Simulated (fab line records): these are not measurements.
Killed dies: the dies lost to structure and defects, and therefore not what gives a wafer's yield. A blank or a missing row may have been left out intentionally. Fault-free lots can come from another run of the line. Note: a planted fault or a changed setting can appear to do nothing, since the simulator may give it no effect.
One fault through the eyes of 2 desks :: flow gf180mcu :: each desk holds nothing but its own numbers, with what lay behind them at the end

## THE METROLOGY DESK
What the gauges read for every lot (on any tool): the sampled wafers with a number, averaged. Marked OUT: a lot whose mean sits more than 4 standard deviations from the usual mean, which makes it out of limits; the brackets give that distance.
Columns: A = M4_ALCU_THK at GF_M4_THK_MEAS_06, usual 456 nm; B = V4_BOW at GF_V4_BOW_MEAS_05, usual 131 um; C = MIM_CVD_05_THK at GF_MIM_THK_MEAS_06, usual 41.7 nm
lot: L105
first seen here: day 23 02:01
A: 452
B: 135
C: 40.9

lot: L106
first seen here: day 23 06:40
A: 456
B: 118
C: 41.4

lot: L107
first seen here: day 23 16:49
A: 462
B: 128
C: 41.6

lot: L108
first seen here: day 24 04:53
A: 458
B: 138
C: 41.5

lot: L109
first seen here: day 24 09:37
A: 459
B: 115
C: 41.7

lot: L112
first seen here: day 25 09:31
A: 456
B: 136
C: 41.1

lot: L111
first seen here: day 25 10:18
A: 456
B: 137
C: 42.0

lot: L114
first seen here: day 25 20:40
A: 453
B: 142
C: 42.0

lot: L116
first seen here: day 27 00:35
A: 454
B: 139
C: 41.9

lot: L118
first seen here: day 27 08:52
A: 459
B: 133
C: 42.0

lot: L119
first seen here: day 27 15:59
A: 456
B: 131
C: 39.8

lot: L121
first seen here: day 28 03:53
A: 457
B: 131
C: 39.7

lot: L128
first seen here: day 29 21:13
A: 459
B: 132
C: 41.4
This desk found nothing out of limits on any of the 13 lots.

## AT THE TOOL OWNER'S DESK: pecvd-02
The tool's own readings at GF_MIM_CVD_05 (deposits Si3N4, target thk 42 nm, time 29.086 s): means of the sampled wafers that have a number, for each lot that ran on this tool. Marked OUT: a lot whose mean sits more than 4 standard deviations from the usual mean, which makes it out of limits; the brackets give that distance.
Columns: A = heater_power_w at GF_MIM_CVD_05, usual 628 W; B = rf_fwd_power_W at GF_MIM_CVD_05, usual 444.2 W
lot: L106
first seen here: day 25 06:25
A: 730
B: 442.1

lot: L112
first seen here: day 27 06:06
A: 702
B: 445.0

lot: L114
first seen here: day 27 16:40
A: 584
B: 444.2

lot: L118
first seen here: day 29 03:49
A: 696
B: 444.4

lot: L119
first seen here: day 29 10:11
A: 743
B: 369.1 (-36) OUT

lot: L121
first seen here: day 29 22:16
A: 729
B: 372.1 (-34) OUT
This desk finds L119, L121 out of limits, L119 being first, at day 29 10:11 (rf_fwd_power_W at GF_MIM_CVD_05). Within limits: L106, L112, L114, L118.

## ALL TOGETHER
An alarm could have come from the tool owner's desk at day 29 10:11, on L119, L121.
The metrology desk saw nothing out of limits.
The metrology desk holds a record of L119, L121, inside its limits.
GF_MIM_CVD_05 was run on pecvd-02 by each of the lots named.

## WHAT THE SIMULATOR HAD PUT IN
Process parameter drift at GF_MIM_CVD_05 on pecvd-02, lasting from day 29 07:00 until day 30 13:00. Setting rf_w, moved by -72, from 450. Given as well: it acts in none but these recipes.
Struck lots among those shown: L119, L121.
Time in hours from fault onset to the first out-of-limits reading at each desk: the tool owner's desk, 3.
